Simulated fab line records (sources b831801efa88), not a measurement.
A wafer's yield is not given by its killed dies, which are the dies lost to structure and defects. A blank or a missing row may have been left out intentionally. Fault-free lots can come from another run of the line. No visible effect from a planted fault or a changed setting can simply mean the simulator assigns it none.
Which tool did it? + flow sky130 + 42 wafers from 14 lots sampled at 4 of the route's 708 steps

WHAT THE GAUGES READ, wafer by wafer
SKY_LDD_LDN_OVL_MEAS_07. Usual: LDD_LDN_OVL -0.3 nm, standard deviation 1.2.
| lot  | measured     | on         | LDD_LDN_OVL (nm) | flag |
|------|--------------|------------|------------------|------|
| L162 | day 23 07:46 | overlay-02 | -0.7 -1.0 -0.5   |      |
| L163 | day 23 16:10 | overlay-01 | -0.8 -1.4 -0.3   |      |
| L164 | day 24 06:46 | overlay-02 | 1.9 1.2 0.6      |      |
| L165 | day 24 20:46 | overlay-01 | -1.3 -2.4 -0.2   |      |
| L167 | day 25 02:19 | overlay-02 | -1.2 -2.0 -1.1   |      |
| L168 | day 25 12:04 | overlay-01 | -0.6 -0.6 0.3    |      |
| L169 | day 25 22:59 | overlay-01 | 1.0 -1.8 -0.8    |      |
| L170 | day 26 07:46 | overlay-01 | 1.0 -0.6 0.9     |      |
| L171 | day 26 11:02 | overlay-02 | 1.4 -0.5 -0.9    |      |
| L177 | day 28 19:19 | overlay-01 | 2.1 1.2 -0.2     |      |
| L178 | day 28 20:46 | overlay-02 | 2.7 1.6 1.6      |      |
| L182 | day 30 01:34 | overlay-02 | -1.3 -1.1 -0.9   |      |
| L183 | day 30 12:11 | overlay-01 | -0.4 -0.7 0.9    |      |
| L184 | day 30 23:13 | overlay-02 | -1.0 1.3 -0.9    |      |

SKY_RES_XHIGH_TW_MEAS_09. Usual: RES_XHIGH_TW 1635, standard deviation 11.
| lot  | measured     | on            | RES_XHIGH_TW   | flag |
|------|--------------|---------------|----------------|------|
| L162 | day 27 05:19 | film metro-02 | 1639 1629 1630 |      |
| L163 | day 27 12:56 | film metro-03 | 1636 1642 1637 |      |
| L164 | day 28 02:17 | film metro-02 | 1619 1619 1613 |      |
| L165 | day 28 13:37 | film metro-02 | 1608 1623 1621 |      |
| L167 | day 28 18:01 | film metro-02 | 1617 1622 1622 |      |
| L168 | day 29 03:15 | film metro-03 | 1643 1654 1639 |      |
| L169 | day 29 14:28 | film metro-02 | 1634 1626 1630 |      |
| L170 | day 29 22:36 | film metro-03 | 1637 1647 1638 |      |
| L171 | day 30 00:34 | film metro-02 | 1635 1635 1625 |      |
| L182 | day 33 16:13 | film metro-01 | 1618 1625 1629 |      |
| L183 | day 34 01:41 | film metro-01 | 1627 1619 1621 |      |
| L184 | day 34 11:23 | film metro-02 | 1627 1626 1626 |      |

EACH LOT AND THE TOOL THAT RAN IT (in order: tool; ch and the chambers of the sampled wafers; start)
| lot  | SKY_LDD_LDN_STRIP_12                 | SKY_POLY_CUT_EXPOSE_05            |
|------|--------------------------------------|-----------------------------------|
| L162 | plasma asher-04 ch 0,1, day 23 08:23 | krf scanner-02 ch 0, day 24 01:47 |
| L163 | plasma asher-04 ch 0,1, day 23 16:48 | krf scanner-01 ch 0, day 24 10:47 |
| L164 | plasma asher-04 ch 0,1, day 24 07:23 | krf scanner-01 ch 0, day 25 00:55 |
| L165 | plasma asher-01 ch 0,1, day 24 21:24 | krf scanner-02 ch 0, day 25 14:05 |
| L167 | plasma asher-01 ch 0,1, day 25 02:56 | krf scanner-01 ch 0, day 25 19:11 |
| L168 | plasma asher-04 ch 0,1, day 25 12:42 | krf scanner-02 ch 0, day 26 05:11 |
| L169 | plasma asher-01 ch 0,1, day 25 23:38 | krf scanner-02 ch 0, day 26 16:03 |
| L170 | plasma asher-04 ch 0,1, day 26 08:24 | krf scanner-02 ch 0, day 27 00:41 |
| L171 | plasma asher-04 ch 0,1, day 26 11:41 | krf scanner-01 ch 0, day 27 03:29 |
| L177 | plasma asher-04 ch 0,1, day 28 19:56 | krf scanner-02, day 29 15:56      |
| L178 | plasma asher-04 ch 0,1, day 28 21:23 | krf scanner-01, day 29 16:13      |
| L182 | plasma asher-02 ch 0,1, day 30 02:12 | krf scanner-02 ch 0, day 30 16:56 |
| L183 | plasma asher-04 ch 0,1, day 30 12:50 | krf scanner-02 ch 0, day 31 05:40 |
| L184 | plasma asher-02 ch 0,1, day 30 23:50 | krf scanner-01 ch 0, day 31 15:38 |
- SKY_LDD_LDN_STRIP_12: strips in O2/N2.
- SKY_POLY_CUT_EXPOSE_05: exposes mask NPCM, target cd 270 nm.

AS READ BY THE TOOLS THEMSELVES (means over the sampled wafers that have a number; for cases with no such wafer, the mark the record gives instead)
SKY_LDD_LDN_STRIP_12. Usual: drypump motor current A 5.8 A, standard deviation 0.46; oes product au 0.715 a.u., standard deviation 0.0047; strip time to endpoint s 14.19 s, standard deviation 0.045.
| lot  | tool            | drypump motor current A (A) | oes product au (a.u.) | strip time to endpoint s (s) | flag |
|------|-----------------|-----------------------------|-----------------------|------------------------------|------|
| L162 | plasma asher-04 | 5.8                         | 0.716                 | 14.22                        |      |
| L163 | plasma asher-04 | 5.8                         | 0.714                 | 14.19                        |      |
| L164 | plasma asher-04 | 5.9                         | 0.713                 | 14.17                        |      |
| L165 | plasma asher-01 | 5.7                         | 0.715                 | 14.23                        |      |
| L167 | plasma asher-01 | 5.6                         | 0.714                 | 14.22                        |      |
| L168 | plasma asher-04 | 5.8                         | 0.711                 | 14.23                        |      |
| L169 | plasma asher-01 | 5.4                         | 0.717                 | 14.16                        |      |
| L170 | plasma asher-04 | 5.6                         | 0.715                 | 14.18                        |      |
| L171 | plasma asher-04 | 5.6                         | 0.711                 | 14.15                        |      |
| L177 | plasma asher-04 | 5.9                         | 0.713                 | 14.20                        |      |
| L178 | plasma asher-04 | 5.7                         | 0.710                 | 14.24                        |      |
| L182 | plasma asher-02 | 6.1                         | 0.714                 | 14.15                        |      |
| L183 | plasma asher-04 | 5.9                         | 0.718                 | 14.28                        |      |
| L184 | plasma asher-02 | 6.4                         | 0.713                 | 14.16                        |      |

SKY_POLY_CUT_EXPOSE_05. Usual: exposure dose mJ cm2 31.97, standard deviation 0.038; focus offset nm 0.0 nm, standard deviation 0.49.
| lot  | tool           | exposure dose mJ cm2 | focus offset nm (nm) | flag |
|------|----------------|----------------------|----------------------|------|
| L162 | krf scanner-02 | 31.99                | -0.1                 |      |
| L163 | krf scanner-01 | 31.96                | 0.2                  |      |
| L164 | krf scanner-01 | 32.02                | -0.4                 |      |
| L165 | krf scanner-02 | 32.02                | -0.4                 |      |
| L167 | krf scanner-01 | 31.97                | -0.4                 |      |
| L168 | krf scanner-02 | 31.97                | -0.0                 |      |
| L169 | krf scanner-02 | 32.01                | 0.2                  |      |
| L170 | krf scanner-02 | 31.99                | -0.2                 |      |
| L171 | krf scanner-01 | 31.94                | 0.7                  |      |
| L177 | krf scanner-02 | -                    | -                    | OFF  |
| L178 | krf scanner-01 | -                    | -                    | OFF  |
| L182 | krf scanner-02 | 31.98                | -0.1                 |      |
| L183 | krf scanner-02 | 31.95                | -1.1                 |      |
| L184 | krf scanner-01 | 31.96                | -0.2                 |      |

THE ANSWER, worked out from the rows above alone
Rule: a lot counts as off when the mean over its wafers that have a number is more than 3 standard deviations away from the usual mean. A lot without any number at a reading at which 4 lots or more have one is off too. Where the step has rows for the other lots, those lots are counted as sound. The gauges are gone through in route order, then the tools' own readings, and for those a lot's mean is taken as printed above. At the first step where some lot is off, the reading lying furthest off is the one used; lots without a number count as furthest.
Off: L177, L178, at SKY_POLY_CUT_EXPOSE_05 (exposure dose mJ cm2). Without a number there: L177, L178.
If a tool, at that step or one of the process steps before it, ran each lot that is off and ran no sound lot following the first of them, it fits. Of those tried, none fits.

WHAT HAD BEEN PUT IN BY THE SIMULATOR
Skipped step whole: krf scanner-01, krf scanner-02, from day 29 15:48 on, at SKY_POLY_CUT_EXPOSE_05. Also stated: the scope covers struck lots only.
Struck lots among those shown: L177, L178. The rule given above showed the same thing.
